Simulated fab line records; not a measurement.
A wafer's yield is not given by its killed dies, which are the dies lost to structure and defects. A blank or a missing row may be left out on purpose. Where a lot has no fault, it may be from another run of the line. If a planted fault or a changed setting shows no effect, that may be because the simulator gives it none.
fab line records	flow sky130
[record] lots = 5	wafers = 15	last-day = 50
route steps=708 shown METAL1@448 VIA1@458 METAL2@483
lots untouched by any fault: they come from a run of this same line in which no faults occurred
start-h: the number of hours between the record's first day and the start of the first shown wafer of the lot	wait-h: hours since the lot's step before	" same as the row above	L1.1+2: one row covering several wafers at once	- value missing, or start not given	* or withheld: withheld	< > ~ a bound
route shown NAME@n: names a module that has steps shown in the file, with the first one's number in the route	usual: mean/standard deviation taken from wafers without a fault	same: alike in all rows	chamber/n: place in a boat	sites: the reading at each site	_std_site: the values' standard deviation	_edge_site: inner sites' mean taken away from outer sites' mean	radius-mm: how far each site lies from the wafer's centre	mask NAME#n: copy n	behind: the most recent tool/chamber to have shaped the wafer	hold: reason for holding the lot/hours on hold/outcome of the hold	device: whichever transistor did not switch (one of n, p or np)	end of line: at the end of the route, the tests of the same wafers	step lacking rows: just its recipe	killed: count of dies lost to structure and defects at first sort (not the wafer's yield)	map: a wafer's dies, x killed, . not, _ none there
set.NAME: the setting the step ran with; set.NAME@STEP: the setting that earlier step ran with	model.NAME: the simulator's own value behind a step, which no gauge read
certain route steps with their lots: each step a table, each wafer a row
services: when a tool's chamber went out of use (start-h, in hours from the record's first day, below 0 if earlier), for how many hours, and the reason
[[steps]]
[step SKY_METAL1_DEVELOP_14]
[recipe] develop-time-s = 60	resist = KrF-thick	dev-temp-c = 21
[step SKY_METAL1_CD_MEAS_15]
[recipe] target-cd-nm = 140
[usual] cd-nm = 140.1/1.3
lot.wafer	tool	chamber	start-h	wait-h	cd-nm
L674.1	cd-sem-01	-	820.69	-	138.3
L674.3	"	-	"	"	138.3
L674.5	"	-	"	"	140.1
L679.3	cd-sem-01	-	853.68	-	138.4
L679.4	"	-	"	"	140.0
L679.6	"	-	"	"	139.6
L683.1	cd-sem-01	-	880.04	-	141.1
L683.4	"	-	"	"	141.4
L683.5	"	-	"	"	140.4
L685.3	cd-sem-02	-	886.63	-	137.8
L685.4	"	-	"	"	139.7
L685.5	"	-	"	"	139.9
L691.1	cd-sem-02	-	938.24	-	138.7
L691.3	"	-	"	"	137.9
L691.5	"	-	"	"	139.0
[step SKY_METAL1_OVL_MEAS_16]
[usual] METAL1_OVL = -1/6.4
lot.wafer	tool	chamber	start-h	wait-h	METAL1_OVL[nm]
L674.1	overlay-01	-	820.81	0.1	3
L674.3	"	-	"	"	-1
L674.5	"	-	"	"	-5
L679.3	overlay-02	-	853.77	0.1	-1
L679.4	"	-	"	"	8
L679.6	"	-	"	"	2
L683.1	overlay-02	-	880.16	0.1	2
L683.4	"	-	"	"	-1
L683.5	"	-	"	"	6
L685.3	overlay-01	-	886.73	0.1	2
L685.4	"	-	"	"	-6
L685.5	"	-	"	"	-1
L691.1	overlay-01	-	938.36	0.1	-3
L691.3	"	-	"	"	-9
L691.5	"	-	"	"	-6
[step SKY_METAL1_DESCUM_17]
[recipe] chemistry = O2	source-power-w = 150	bias-power-w = 0	pressure-mtorr = 10	temp-c = 40	time-s = 8
[usual] drypump-motor-current-A = 5.82/0.29	oes-product-au = 0.996/0.013
lot.wafer	tool	chamber	start-h	wait-h	drypump-motor-current-A	oes-product-au	rf-hours-counter-h
L674.1	rie-metal-01	0	820.85	0.0	5.47	1.009	15
L674.3	"	0	"	"	5.47	1.015	-
L674.5	"	0	"	"	5.46	1.011	-
L679.3	rie-metal-01	1	853.82	0.0	6.04	0.999	-
L679.4	"	1	"	"	6.04	0.989	-
L679.6	"	1	"	"	6.03	0.994	-
L683.1	rie-metal-02	1	880.20	0.0	5.57	1.015	14
L683.4	"	1	"	"	5.57	1.006	-
L683.5	"	0	"	"	6.31	0.990	-
L685.3	rie-metal-04	1	886.76	0.0	5.71	0.979	-
L685.4	"	0	"	"	5.68	0.996	-
L685.5	"	0	"	"	5.69	0.996	-
L691.1	rie-metal-04	0	938.40	0.0	5.68	1.006	4
L691.3	"	1	"	"	5.70	0.993	-
L691.5	"	0	"	"	5.70	1.002	-
[step SKY_METAL1_ETCH_18]
[recipe] chemistry = N2/H2	target = BARC	ion-energy-ev = 200	bias-w = 100	pressure-mtorr = 30	n2-flow-sccm = 100	h2-flow-sccm = 200	icp-w = 500	stop-on = SiO2	time-s = 45.9	target-depth-a = 600
[step SKY_METAL1_METAL_ETCH_19]
[recipe] target-depth-a = 3600	stop-on = SiO2	over-etch-frac = 0.3	time-s = 78	chemistry = Cl2/BCl3	resist-sidewall-deg = 88	pressure-mtorr = 10	icp-w = 900	bias-w = 48.5	Cl2_flow_sccm = 60	bcl3-flow-sccm = 30
[step SKY_METAL1_STRIP_20]
[recipe] chemistry = O2/N2	power-w = 1400	pressure-mtorr = 1500	platen-temp-c = withheld	o2-flow-sccm = 3000	n2-flow-sccm = 300	overash-fraction = 0.5
[usual] drypump-motor-current-A = 5.7/0.34	oes-product-au = 0.344/0.0051	strip-time-to-endpoint-s = 2.73/0.058
lot.wafer	tool	chamber	start-h	wait-h	drypump-motor-current-A	oes-product-au	rf-hours-counter-h	strip-time-to-endpoint-s
L674.1	plasma-asher-04	1	821.03	0.1	6.3	0.350	72	2.66
L674.3	"	1	"	"	6.3	0.342	-	2.68
L674.5	"	1	"	"	6.3	0.333	-	2.69
L679.3	plasma-asher-01	1	854.20	0.1	5.7	0.344	-	2.83
L679.4	"	0	"	"	5.2	0.345	-	2.80
L679.6	"	1	"	"	5.7	0.346	-	2.77
L683.1	plasma-asher-03	0	880.38	0.1	5.6	0.332	44	2.70
L683.4	"	1	"	"	5.7	0.337	-	2.65
L683.5	"	1	"	"	5.7	0.342	-	2.71
L685.3	plasma-asher-04	1	886.97	0.1	6.4	0.354	-	2.81
L685.4	"	0	"	"	5.9	0.349	-	2.78
L685.5	"	0	"	"	6.0	0.348	-	2.76
L691.1	plasma-asher-01	1	938.58	0.1	5.7	0.342	20	2.65
L691.3	"	0	"	"	5.2	0.349	-	2.73
L691.5	"	1	"	"	5.7	0.333	-	2.65
[step SKY_METAL1_STRIP_21]
[recipe] chemistry = post-etch-residue-remover	time-s = 1200	temp-c = 72.5
[step SKY_METAL1_CLEAN_22]
[recipe] chemistry = IPA	time-s = 180	temp-c = 25
[step SKY_METAL1_CLEAN_23]
[recipe] chemistry = O3/DIW	dry = n2-spin
[step SKY_VIA1_HDPCVD_00]
[recipe] material = SiO2	target-thk-nm = 1030	sigma-open-frac = 0.3	time-s = 171.7	temp-c = 400	sih4-flow-sccm = 60	pressure-mtorr = 6
[step SKY_VIA1_THK_MEAS_01]
[recipe] reads = SiO2_of_VIA1_HDPCVD_00
[usual] VIA1_HDPCVD_THK = 1022/9.7
lot.wafer	tool	chamber	start-h	wait-h	VIA1_HDPCVD_THK[nm]
L674.1	film-metro-04	-	821.75	0.1	1040
L674.3	"	-	"	"	1035
L674.5	"	-	"	"	1034
L679.3	film-metro-03	-	854.95	0.1	1021
L679.4	"	-	"	"	1022
L679.6	"	-	"	"	1008
L683.1	film-metro-01	-	881.14	0.1	1010
L683.4	"	-	"	"	1023
L683.5	"	-	"	"	1017
L685.3	film-metro-04	-	887.66	0.1	1011
L685.4	"	-	"	"	1010
L685.5	"	-	"	"	1023
L691.1	film-metro-03	-	939.34	0.1	1023
L691.3	"	-	"	"	1019
L691.5	"	-	"	"	1030
[step SKY_VIA1_CMP_02]
[recipe] material = SiO2	down-force-psi = 4	platen-rpm = 60	pad-velocity-m-s = 0.94248
[usual] motor-current-A = 12.1/0.8	slurry-flow-ml-min = 150.1/0.53
lot.wafer	tool	chamber	start-h	wait-h	motor-current-A	slurry-flow-ml-min	model.SiO2_of_VIA1_HDPCVD_00.thk-nm
L674.3	cmp-01	2	821.86	0.1	12.1	150.3	344.8
L674.1	"	0	"	"	12.8	149.9	343.5
L674.5	"	1	"	"	12.5	149.9	345.3
L679.3	cmp-01	3	855.04	0.1	12.0	149.5	346.2
L679.4	"	1	"	"	12.1	150.4	344.7
L679.6	"	3	"	"	12.6	149.6	346.1
L683.1	cmp-02	1	881.30	0.1	14.0	150.2	346
L683.4	"	2	"	"	12.2	149.6	347.7
L683.5	"	0	"	"	10.9	149.1	344.8
L685.3	cmp-02	2	887.95	0.3	11.7	150.9	312.5
L685.4	"	3	"	"	10.8	150.1	345.6
L685.5	"	0	"	"	11.6	150.2	343.8
L691.1	cmp-01	1	939.40	0.1	12.4	149.8	344.2
L691.3	"	0	"	"	12.5	149.2	342.7
L691.5	"	1	"	"	12.4	149.9	344
[step SKY_VIA1_BOW_MEAS_03]
[recipe] mode = bow
[usual] VIA1_BOW = 79/7.7
lot.wafer	tool	chamber	start-h	wait-h	VIA1_BOW[um]
L674.1	film-metro-01	-	822.11	0.1	69
L674.3	"	-	"	"	75
L674.5	"	-	"	"	82
L679.3	film-metro-03	-	855.33	0.2	79
L679.4	"	-	"	"	80
L679.6	"	-	"	"	78
L683.1	film-metro-03	-	881.50	0.1	87
L683.4	"	-	"	"	86
L683.5	"	-	"	"	81
L685.3	film-metro-01	-	888.21	0.2	86
L685.4	"	-	"	"	74
L685.5	"	-	"	"	78
L691.1	film-metro-03	-	939.70	0.2	86
L691.3	"	-	"	"	64
L691.5	"	-	"	"	96
[step SKY_VIA1_DEHYDRATE_04]
[recipe] temp-c = 200	time-s = 60
[step SKY_VIA1_HMDS_05]
[recipe] prime-time-s = 60	prime-temp-c = 120
[step SKY_VIA1_COAT_06]
[recipe] resist = BARC	temp-c = withheld	time-s = withheld	spin-rpm = 3000	resist-thk-nm = 60
[step SKY_VIA1_COAT_07]
[recipe] resist = KrF-thick	spin-rpm = 3000	resist-thk-nm = 450
[step SKY_VIA1_SOFTBAKE_08]
[recipe] temp-c = 100	time-s = 90	resist = KrF-thick
[step SKY_VIA1_EXPOSE_09]
[recipe] mask-id = VIM	na = 0.8	source-shape = annular	sigma-inner = 0.55	sigma-outer = 0.85	target-cd-nm = 150	dose-mj = 38
[step SKY_VIA1_PEB_10]
[recipe] peb-temp-c = withheld	peb-time-s = withheld	resist = KrF-thick
[step SKY_VIA1_DEVELOP_11]
[recipe] develop-time-s = 60	resist = KrF-thick	dev-temp-c = 21
[step SKY_VIA1_CD_MEAS_12]
[recipe] target-cd-nm = 150
[usual] cd-nm = 149.8/1.6
lot.wafer	tool	chamber	start-h	wait-h	cd-nm
L674.1	cd-sem-02	-	848.79	-	150.8
L674.3	"	-	"	"	152.2
L674.5	"	-	"	"	150.7
L679.3	cd-sem-01	-	882.17	-	149.9
L679.4	"	-	"	"	149.9
L679.6	"	-	"	"	150.1
L683.1	cd-sem-01	-	906.45	-	149.5
L683.4	"	-	"	"	150.9
L683.5	"	-	"	"	150.9
L685.3	cd-sem-01	-	912.99	-	147.7
L685.4	"	-	"	"	147.8
L685.5	"	-	"	"	148.9
L691.1	cd-sem-01	-	964.24	-	148.8
L691.3	"	-	"	"	147.7
L691.5	"	-	"	"	148.7
[step SKY_VIA1_OVL_MEAS_13]
[usual] VIA1_OVL = 1/5
lot.wafer	tool	chamber	start-h	wait-h	VIA1_OVL[nm]
L674.1	overlay-02	-	848.91	0.1	4
L674.3	"	-	"	"	5
L674.5	"	-	"	"	4
L679.3	overlay-02	-	882.27	0.1	3
L679.4	"	-	"	"	-2
L679.6	"	-	"	"	-4
L683.1	overlay-01	-	906.57	0.1	3
L683.4	"	-	"	"	7
L683.5	"	-	"	"	-3
L685.3	overlay-01	-	913.08	0.1	-9
L685.4	"	-	"	"	3
L685.5	"	-	"	"	-10
L691.1	overlay-02	-	964.36	0.1	1
L691.3	"	-	"	"	0
L691.5	"	-	"	"	-2
[step SKY_VIA1_ETCH_14]
[recipe] chemistry = N2/H2	target = BARC	ion-energy-ev = 200	source-w = 500	bias-w = 100	pressure-mtorr = 30	n2-flow-sccm = 100	h2-flow-sccm = 200	stop-on = SiO2	time-s = 45.9	target-depth-a = 600
[step SKY_VIA1_ETCH_15]
[recipe] target = SiO2	chemistry = C4F8/O2/Ar	target-depth-nm = 351	stop-on = TiN	mask-material = KrF-thick	source-w = 1500	bias-w = 1200	pressure-mtorr = 40	c4f8-flow-sccm = withheld	O2_flow_sccm = 6	Ar_flow_sccm = 300	time-s = 54
[usual] oes-product-au = 0.982/0.0054
lot.wafer	tool	chamber	start-h	wait-h	oes-product-au	rf-hours-counter-h	model.VIA1.feature-depth-nm	model.etch.depth-nm
L674.1	rie-diel-04	3	848.99	0.0	0.983	13	343.5	343.5
L674.3	"	1	"	"	0.976	9	344.8	344.8
L674.5	"	1	"	"	0.979	-	345.3	345.3
L679.3	rie-diel-03	0	882.33	0.0	0.977	24	346.2	346.2
L679.4	"	1	"	"	0.983	19	344.7	344.7
L679.6	"	0	"	"	0.978	-	346.1	346.1
L683.1	rie-diel-04	2	906.65	0.0	0.984	24	343.4	343.4
L683.4	"	0	"	"	0.979	9	343.4	343.4
L683.5	"	1	"	"	0.976	-	344.8	344.8
L685.3	rie-diel-04	0	913.15	0.0	0.925	9	312.5	312.5
L685.4	"	2	"	"	0.982	24	342.6	342.6
L685.5	"	0	"	"	0.977	-	343.8	343.8
L691.1	rie-diel-02	0	964.44	0.0	0.974	12	344.2	344.2
L691.3	"	2	"	"	0.984	5	342.7	342.7
L691.5	"	1	"	"	0.978	-	344	344
[step SKY_VIA1_STRIP_16]
[recipe] chemistry = O2/N2	power-w = 1400	pressure-mtorr = 1500	platen-temp-c = withheld	o2-flow-sccm = 3000	n2-flow-sccm = 300	overash-fraction = 0.5
[step SKY_VIA1_STRIP_17]
[recipe] chemistry = post-etch-residue-remover	time-s = 1200	temp-c = 72.5
[step SKY_VIA1_CLEAN_18]
[recipe] chemistry = IPA	time-s = 180	temp-c = 25
[step SKY_VIA1_CLEAN_19]
[recipe] chemistry = O3/DIW	dry = n2-spin
[step SKY_VIA1_SPUTTER_20]
[recipe] material = TiN	target-thk-nm = 20	chamber-pressure-pa = 4.909	power-w = 4000	time-s = 80
[step SKY_VIA1_CVD_21]
[recipe] material = W	target-thk-nm = 270	time-s = 80.902	temp-c = 400	pressure-torr = 40
[step SKY_VIA1_RS_MEAS_22]
[recipe] thk-meas-gauge = four-point-probe	reads = W_of_VIA1_CVD_21+TiN_of_VIA1_SPUTTER_20
[usual] VIA1_W_RS = 0.425/0.0079
lot.wafer	tool	chamber	start-h	wait-h	VIA1_W_RS[ohm/sq]
L674.1	film-metro-01	-	849.82	0.1	0.428
L674.3	"	-	"	"	0.419
L674.5	"	-	"	"	0.423
L679.3	film-metro-03	-	883.19	0.1	0.417
L679.4	"	-	"	"	0.432
L679.6	"	-	"	"	0.432
L683.1	film-metro-04	-	907.59	0.2	0.422
L683.4	"	-	"	"	0.423
L683.5	"	-	"	"	0.421
L685.3	film-metro-01	-	914.02	0.1	0.426
L685.4	"	-	"	"	0.425
L685.5	"	-	"	"	0.419
L691.1	film-metro-04	-	965.30	0.1	0.431
L691.3	"	-	"	"	0.429
L691.5	"	-	"	"	0.426
[step SKY_VIA1_THK_MEAS_23]
[recipe] thk-meas-gauge = xrf	reads = W_of_VIA1_CVD_21
[usual] VIA1_W_THK = 275/5.3
lot.wafer	tool	chamber	start-h	wait-h	VIA1_W_THK[nm]
L674.1	film-metro-01	-	849.94	0.1	271
L674.3	"	-	"	"	277
L674.5	"	-	"	"	273
L679.3	film-metro-03	-	883.29	0.1	279
L679.4	"	-	"	"	269
L679.6	"	-	"	"	268
L683.1	film-metro-04	-	907.71	0.1	277
L683.4	"	-	"	"	275
L683.5	"	-	"	"	277
L685.3	film-metro-01	-	914.12	0.1	277
L685.4	"	-	"	"	276
L685.5	"	-	"	"	279
L691.1	film-metro-04	-	965.42	0.1	272
L691.3	"	-	"	"	272
L691.5	"	-	"	"	273
[step SKY_VIA1_CMP_24]
[recipe] stop-on = SiO2	t-overpolish-s = 15	down-force-psi = 3.5	platen-rpm = 60	target-thk-nm = 0	pad-velocity-m-s = 0.94248
[usual] motor-current-A = 11.1/0.8	slurry-flow-ml-min = 150.0/0.47
lot.wafer	tool	chamber	start-h	wait-h	motor-current-A	slurry-flow-ml-min
L674.3	cmp-01	0	850.27	0.3	12.0	149.9
L674.1	"	1	"	"	11.4	150.3
L674.5	"	0	"	"	11.3	149.6
L679.3	cmp-01	3	883.33	0.0	11.6	150.7
L679.4	"	2	"	"	10.7	150.1
L679.6	"	3	"	"	11.3	150.9
L683.4	cmp-02	3	907.77	0.0	9.8	150.2
L683.1	"	2	"	"	10.4	149.5
L683.5	"	3	"	"	9.3	150.1
L685.3	cmp-02	1	914.37	0.2	12.9	149.2
L685.4	"	3	"	"	9.7	148.8
L685.5	"	0	"	"	10.5	149.9
L691.3	cmp-02	0	965.48	0.0	10.6	150.4
L691.1	"	2	"	"	10.2	150.2
L691.5	"	0	"	"	10.3	150.2
[step SKY_METAL2_SPUTTER_00]
[recipe] material = Ti	target-thk-nm = 15	power-w = 3000	time-s = 10	chamber-pressure-pa = 0.4
[step SKY_METAL2_SPUTTER_01]
[recipe] material = TiN	target-thk-nm = 20	power-w = 6500	time-s = 16.7	chamber-pressure-pa = 0.4
[step SKY_METAL2_SPUTTER_02]
[recipe] material = AlCu	target-thk-nm = 250	power-w = 10600	time-s = 13.3	chamber-pressure-pa = 0.4
[step SKY_METAL2_SPUTTER_03]
[recipe] material = Ti	target-thk-nm = 5	power-w = 3000	time-s = 3.3	chamber-pressure-pa = 0.4
[usual] cathode-dc-power-W = 3000.1/0.48	throttle-valve-pct = 30.3/0.85
lot.wafer	tool	chamber	start-h	wait-h	cathode-dc-power-W	throttle-valve-pct
L674.1	pvd-sputter-04	-	850.60	0.0	2999.5	30.2
L674.3	"	-	"	"	3000.2	29.4
L674.5	"	-	"	"	2999.8	29.3
L679.3	pvd-sputter-04	-	883.71	0.0	2999.9	30.6
L679.4	"	-	"	"	3000.2	29.6
L679.6	"	-	"	"	2999.8	30.0
L683.1	pvd-sputter-03	-	908.14	0.0	2999.3	29.8
L683.4	"	-	"	"	3000.3	30.8
L683.5	"	-	"	"	2999.9	30.9
L685.3	pvd-sputter-04	-	914.69	0.0	3000.4	30.8
L685.4	"	-	"	"	2999.2	29.9
L685.5	"	-	"	"	3000.0	29.6
L691.1	pvd-sputter-03	-	965.86	0.0	3000.1	30.6
L691.3	"	-	"	"	2999.6	32.6
L691.5	"	-	"	"	3000.3	29.8
[step SKY_METAL2_SPUTTER_04]
[recipe] material = TiN	target-thk-nm = 70	power-w = 6500	time-s = 58.3	chamber-pressure-pa = 0.4
[usual] cathode-dc-power-W = 6500.1/1.2	throttle-valve-pct = 30.3/0.83
lot.wafer	tool	chamber	start-h	wait-h	cathode-dc-power-W	throttle-valve-pct
L674.1	pvd-sputter-04	-	850.61	0.0	6501.5	29.9
L674.3	"	-	"	"	6500.2	29.4
L674.5	"	-	"	"	6499.7	29.6
L679.3	pvd-sputter-04	-	883.73	0.0	6502.1	30.7
L679.4	"	-	"	"	6498.5	29.6
L679.6	"	-	"	"	6500.0	30.0
L683.1	pvd-sputter-03	-	908.16	0.0	6501.0	30.1
L683.4	"	-	"	"	6499.6	30.7
L683.5	"	-	"	"	6497.5	30.8
L685.3	pvd-sputter-04	-	914.71	0.0	6499.9	30.5
L685.4	"	-	"	"	6498.7	30.0
L685.5	"	-	"	"	6499.5	29.6
L691.1	pvd-sputter-03	-	965.87	0.0	6500.2	30.4
L691.3	"	-	"	"	6500.2	32.4
L691.5	"	-	"	"	6498.1	30.0
[step SKY_METAL2_RS_MEAS_05]
[recipe] thk-meas-gauge = four-point-probe	reads = TiN_of_METAL2_SPUTTER_04+Ti_of_METAL2_SPUTTER_03+AlCu_of_METAL2_SPUTTER_02+TiN_of_METAL2_SPUTTER_01+Ti_of_METAL2_SPUTTER_00
[usual] METAL2_ALCU_RS = 0.1269/0.0017
lot.wafer	tool	chamber	start-h	wait-h	METAL2_ALCU_RS[ohm/sq]
L674.1	film-metro-01	-	850.66	0.0	0.1255
L674.3	"	-	"	"	0.1253
L674.5	"	-	"	"	0.1249
L679.3	film-metro-02	-	883.81	0.1	0.1257
L679.4	"	-	"	"	0.1242
L679.6	"	-	"	"	0.1237
L683.1	film-metro-01	-	908.21	0.0	0.1283
L683.4	"	-	"	"	0.1284
L683.5	"	-	"	"	0.1296
L685.3	film-metro-03	-	914.80	0.1	0.1294
L685.4	"	-	"	"	0.1266
L685.5	"	-	"	"	0.1282
L691.1	film-metro-02	-	965.92	0.0	0.1267
L691.3	"	-	"	"	0.1264
L691.5	"	-	"	"	0.1289
[step SKY_METAL2_THK_MEAS_06]
[recipe] thk-meas-gauge = xrf	reads = AlCu_of_METAL2_SPUTTER_02
[usual] METAL2_ALCU_THK = 252/3.4
lot.wafer	tool	chamber	start-h	wait-h	METAL2_ALCU_THK[nm]
L674.1	film-metro-01	-	850.78	0.1	253
L674.3	"	-	"	"	254
L674.5	"	-	"	"	254
L679.3	film-metro-02	-	883.91	0.1	256
L679.4	"	-	"	"	259
L679.6	"	-	"	"	258
L683.1	film-metro-01	-	908.33	0.1	248
L683.4	"	-	"	"	248
L683.5	"	-	"	"	244
L685.3	film-metro-03	-	914.90	0.1	248
L685.4	"	-	"	"	253
L685.5	"	-	"	"	251
L691.1	film-metro-02	-	966.04	0.1	251
L691.3	"	-	"	"	252
L691.5	"	-	"	"	248
[step SKY_METAL2_METAL_ETCH_19]
[recipe] target-depth-a = 3600	stop-on = SiO2	over-etch-frac = 0.3	time-s = 78	chemistry = Cl2/BCl3	resist-sidewall-deg = 88	pressure-mtorr = 10	icp-w = 900	bias-w = 48.5	Cl2_flow_sccm = 60	bcl3-flow-sccm = 30
[usual] bcl3-flow-sccm = 29.99/0.092	drypump-motor-current-A = 5.9/0.36	mfc-cl2-sccm = 59.97/0.21	oes-product-au = 0.854/0.0061	throttle-valve-pct = 22.263/0.0087
lot.wafer	tool	chamber	start-h	wait-h	bcl3-flow-sccm	drypump-motor-current-A	mfc-cl2-sccm	oes-product-au	rf-hours-counter-h	throttle-valve-pct	model.SiO2_of_VIA1_HDPCVD_00.thk-nm
L674.1	rie-metal-02	1	878.34	0.0	30.11	5.6	60.00	0.864	14	22.270	329.4
L674.3	"	1	"	"	29.96	5.6	60.19	0.852	-	22.276	330.7
L674.5	"	1	"	"	30.13	5.6	59.82	0.853	-	22.256	331.1
L679.3	rie-metal-01	1	909.25	0.1	29.85	6.0	59.96	0.868	-	22.267	332.4
L679.4	"	0	"	"	29.91	5.5	59.92	0.860	-	22.262	330.4
L679.6	"	1	"	"	29.89	6.0	60.09	0.861	-	22.272	332.3
L683.1	rie-metal-02	0	933.39	0.1	29.83	6.3	59.43	0.852	6	22.260	332.1
L683.4	"	0	"	"	29.93	6.3	59.93	0.850	-	22.264	333.7
L683.5	"	0	"	"	30.03	6.3	59.75	0.849	-	22.256	330.9
L685.3	rie-metal-02	1	940.53	0.1	29.99	5.6	59.83	0.845	-	22.265	298.5
L685.4	"	0	"	"	30.16	6.3	59.59	0.866	-	22.245	331.7
L685.5	"	0	"	"	30.27	6.3	59.72	0.846	-	22.266	330
L691.1	rie-metal-03	1	989.90	0.1	29.88	5.5	60.12	0.853	9	22.262	330.3
L691.3	"	1	"	"	30.12	5.5	60.24	0.860	-	22.270	328.8
L691.5	"	1	"	"	29.96	5.5	59.87	0.853	-	22.253	330.1
[[services]]
tool	chamber	start-h	hours	kind
pvd-sputter-04	-	797.40	4.7	repair
pvd-sputter-03	-	801.02	22.6	repair
rie-diel-02	-	801.33	6.2	repair
rie-metal-04	1	805.43	3.9	repair
plasma-asher-03	-	806.46	14.6	pm
rie-diel-03	-	817.82	0.2	repair
cmp-02	-	819.17	32.7	repair
rie-metal-02	-	823.21	28.1	pm
rie-diel-03	0	850.67	3.9	repair
cmp-01	-	851.24	1.2	repair
rie-diel-04	-	857.98	0.7	repair
rie-diel-04	0	859.34	7.8	repair
rie-metal-01	-	863.29	14.6	pm
rie-metal-02	-	868.90	0.4	repair
rie-metal-01	-	877.89	2.8	pm
cmp-01	-	912.36	4.0	pm
cmp-02	-	946.30	0.3	repair
cmp-02	-	947.02	0.9	repair
pvd-sputter-04	-	956.47	14.5	repair
pvd-sputter-03	-	958.29	1.7	repair
plasma-asher-04	-	958.88	4.0	repair
rie-diel-04	0	968.87	4.2	repair
plasma-asher-01	-	977.73	2.8	pm
cmp-02	-	979.99	2.6	repair
[[key]]
[first-sign] step = SKY_VIA1_ETCH_15	reading = oes-product-au	direction = down	sigmas = 10	usual = 0.982	struck = 0.925
effect none on later readings
[model-effect] step = SKY_VIA1_CMP_02	value = SiO2_of_VIA1_HDPCVD_00.thk-nm	without = 347	struck = 312.5
[model-effect] step = SKY_VIA1_ETCH_15	value = VIA1.feature-depth-nm	without = 347	struck = 312.5
[model-effect] step = SKY_METAL2_METAL_ETCH_19	value = SiO2_of_VIA1_HDPCVD_00.thk-nm	without = 333	struck = 298.5
met-at SKY_VIA1_CMP_02
struck-wafers L685.3
onset-between 881.30 887.95
[fault] kind = process-parameter-drift	tool = cmp-02	chamber = 2	onset-h = 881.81	steps = SKY_VIA1_CMP_02	channel = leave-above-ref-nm	offset = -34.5	shape = step	end-h = 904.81	acts-in = these-recipes-only	stated = 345
